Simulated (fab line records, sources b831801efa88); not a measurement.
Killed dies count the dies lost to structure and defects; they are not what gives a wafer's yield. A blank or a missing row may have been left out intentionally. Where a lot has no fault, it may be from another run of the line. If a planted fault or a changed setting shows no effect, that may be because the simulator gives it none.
A struck lot beside a sound one    flow sky130    16 steps out of a route of 708
Sound: wafers L401.1, L401.2, L401.6. Struck: wafer L415.4 (L415.1, L415.2, from the same lot, were not struck and are left out); the cause is given at the end.
Each step with rows lists, per side, the tool, then ch with its chambers, then its first start. Under that, the readings that differ: sound wafers    struck wafers    difference of the means    sigmas: that difference in standard deviations of wafers without a fault.
alike: words and numbers the same on both sides, and readings whose means are apart by under 2 such deviations; not compared: readings that were withheld, readings missing a value for some wafer, numbers with overlapping values and no deviation given by the record, and bounds like >300 which may hide the same value.
The two part at a step that has a row with sigmas, a row that says differs or no value, or rows on one side only. When numbers do not overlap yet have no deviation, they are printed without sigmas and do not part them. Lack of a reading on every wafer of one side parts them only where that side has two or more wafers.

SKY_LI_CONTACT_BOW_MEAS_03:
  sound on film-metro-03, day 30 06:57; struck on film-metro-04, day 34 22:17
  alike: LI_CONTACT_BOW
then, 8 steps without rows for these wafers: SKY_LI_CONTACT_DEHYDRATE_04 (time 60 s); SKY_LI_CONTACT_HMDS_05 (prime time 60 s); SKY_LI_CONTACT_COAT_06 (resist thk 60 nm); SKY_LI_CONTACT_COAT_07 (resist thk 450 nm); SKY_LI_CONTACT_SOFTBAKE_08 (time 90 s); SKY_LI_CONTACT_EXPOSE_09 (exposes mask LICM1, target cd 170 nm); SKY_LI_CONTACT_PEB_10; SKY_LI_CONTACT_DEVELOP_11 (develop time 60 s).
SKY_LI_CONTACT_CD_MEAS_12: the cd target is 170 nm.
  sound on cd-sem-02, day 31 11:28; struck on cd-sem-02, day 36 00:43
  alike: cd-nm
SKY_LI_CONTACT_OVL_MEAS_13:
  sound on overlay-02, day 31 11:35; struck on overlay-01, day 36 00:50
reading              sound    struck  difference  sigmas
LI_CONTACT_OVL (nm)  2 -2 -6  8       +10         +2
SKY_LI_CONTACT_ETCH_14: etches BARC in N2/H2, stops on SiO2, time 45.9 s, target depth 60 nm.
  sound on rie-diel-02 ch 0,3, day 31 11:37; struck on rie-diel-02 ch 0, day 36 00:52
  alike: drypump-motor-current-A, n2-flow-sccm, oes-product-au, rf-fwd-power-W, throttle-valve-pct
  not compared: rf-hours-counter-h
SKY_LI_CONTACT_ETCH_15: etches PSG in C4F8/O2/Ar, stops on Si, target depth 600 nm.
  sound on rie-diel-02 ch 0,3, day 31 11:40; struck on rie-diel-02 ch 0, day 36 00:55
reading                                            sound              struck  difference  sigmas
oes-product-au (a.u.)                              0.833 0.836 0.840  0.797   -0.039      -9
model.KrF-thick_of_LI_CONTACT_COAT_07.thk-nm (nm)  232.9 231.5 234    282.5   +49.7       
model.etch.depth-nm (nm)                           598.2 598.4 598.4  549     -49         
model.LI_CONTACT.feature-depth-nm (nm)             598.2 598.4 598.4  549     -49         
  alike: rf-fwd-power-W
SKY_LI_CONTACT_STRIP_16: strips in O2/N2.
  sound on plasma-asher-02 ch 0,1, day 31 11:45; struck on plasma-asher-01 ch 1, day 36 00:59
reading                       sound              struck  difference  sigmas
oes-product-au (a.u.)         0.375 0.374 0.374  0.403   +0.029      +6
strip-time-to-endpoint-s (s)  3.51 3.50 3.52     4.03    +0.52       +16
  alike: drypump-motor-current-A, n2-flow-sccm
  not compared: rf-hours-counter-h
then, 1 step without rows for these wafers: SKY_LI_CONTACT_CLEAN_17 (cleans in NMP, time 600 s).
-- here the record skips 15 days between the struck wafers' starts before and after, leaving off in module LI_CONTACT and picking up in module PAD_OPEN (first step shown: number 708 of the route) --
SKY_PAD_OPEN_PROBE_99:
  sound on prober-01, day 47 23:47; struck on prober-02, day 50 23:02
reading             sound     struck  difference  sigmas
killed-at-contacts  27 19 26  435     +411        +75
killed-dies         94 83 77  492     +407        +43
killed-on-rim       17 19 23  96      +76         +20
  alike: killed_at_M0_to_M3, killed_at_M4_up, killed-at-front-end, killed-at-other, killed-open, killed-short

== WHERE THEY PART ==
Last at SKY_PAD_OPEN_PROBE_99 as far as this record goes, first at SKY_LI_CONTACT_OVL_MEAS_13.

WHY: what had been put in by the simulator
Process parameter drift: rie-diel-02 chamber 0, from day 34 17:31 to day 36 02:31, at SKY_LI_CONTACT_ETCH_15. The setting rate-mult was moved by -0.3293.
